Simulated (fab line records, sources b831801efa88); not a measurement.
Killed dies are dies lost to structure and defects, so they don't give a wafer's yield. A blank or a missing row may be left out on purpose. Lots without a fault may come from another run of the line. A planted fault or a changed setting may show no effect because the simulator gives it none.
One fault seen from 2 desks | flow sky130 | each desk has only its own numbers; what lay behind them comes last

THE TOOL OWNER'S DESK: litho_track-02
The tool's own readings at SKY_VT_ADJUST_PCH_DEVELOP_06 (develop time 60 s): means of the sampled wafers that have a number, for each lot that ran on this tool. A lot is out of limits, marked OUT, if its mean lies more than 4 standard deviations from the usual mean; the brackets give that distance.
Columns: A = chill_plate_temp_C at SKY_VT_ADJUST_PCH_DEVELOP_06, usual 22.98 C; B = exhaust_pa at SKY_VT_ADJUST_PCH_DEVELOP_06, usual 44.9 Pa; C = resist_line_temp_C at SKY_VT_ADJUST_PCH_DEVELOP_06, usual 23.02 C
lot  | first seen here | A     | B    | C
L468 | day 10 04:00    | 23.02 | 45.8 | 22.96
L469 | day 10 14:00    | 22.95 | 44.8 | 22.87
L475 | day 12 08:00    | 22.95 | 45.4 | 22.95
L479 | day 13 18:00    | 23.05 | 44.1 | 23.04
L483 | day 15 00:00    | 22.79 | 45.2 | 23.09
L487 | day 16 13:00    | 23.06 | 44.1 | 22.95
This desk's finding: nothing out of limits on any of the 6 lots.

THE METROLOGY DESK
What the gauges read, lot by lot, whatever tool the lot ran on: means of the sampled wafers that have a number. A lot is out of limits, marked OUT, if its mean lies more than 4 standard deviations from the usual mean; the brackets give that distance.
Columns: A = VT_ADJUST_PCH_OVL at SKY_VT_ADJUST_PCH_OVL_MEAS_07, usual 0.4 nm; B = VT_ADJUST_PCH_TW at SKY_VT_ADJUST_PCH_TW_MEAS_10, usual 143.1
lot  | first seen here | A    | B
L468 | day 10 05:00    | 0.6  | 143.8
L469 | day 10 14:18    | 1.3  | 140.7
L470 | day 11 00:33    | 1.1  | 140.7
L471 | day 11 04:49    | -1.9 | 144.8
L473 | day 11 16:42    | 1.1  | 141.0
L474 | day 12 04:27    | -0.2 | 145.1
L475 | day 12 08:57    | 0.2  | 144.8
L476 | day 12 15:39    | -1.1 | 140.3
L477 | day 13 03:52    | -0.7 | 140.3
L479 | day 13 18:33    | 1.7  | 139.7
L483 | day 15 00:26    | -    | 30.5 (-56) OUT
L487 | day 16 13:38    | -    | 30.4 (-56) OUT
L488 | day 16 22:38    | 0.7  | 144.6
L489 | day 17 05:46    | -1.1 | 140.3
This desk's finding: out of limits on L483, L487; first on L483, day 15 00:26 (VT_ADJUST_PCH_TW at SKY_VT_ADJUST_PCH_TW_MEAS_10). In limits: L468, L469, L470, L471, L473, L474, L475, L476, L477, L479, L488, L489.

PUT TOGETHER
The metrology desk could have raised an alarm at day 15 00:26, on L483, L487.
The tool owner's desk saw nothing out of limits.
The tool owner's desk has L483, L487 on record, within its limits.
Of the lots named, all ran SKY_VT_ADJUST_PCH_DEVELOP_06 on litho_track-02.

WHAT THE SIMULATOR HAD PUT IN
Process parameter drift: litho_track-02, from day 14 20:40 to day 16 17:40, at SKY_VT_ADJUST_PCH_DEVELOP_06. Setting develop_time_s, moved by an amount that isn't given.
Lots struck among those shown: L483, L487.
Hours from the fault's start to each desk's first reading out of limits: the metrology desk, 4.
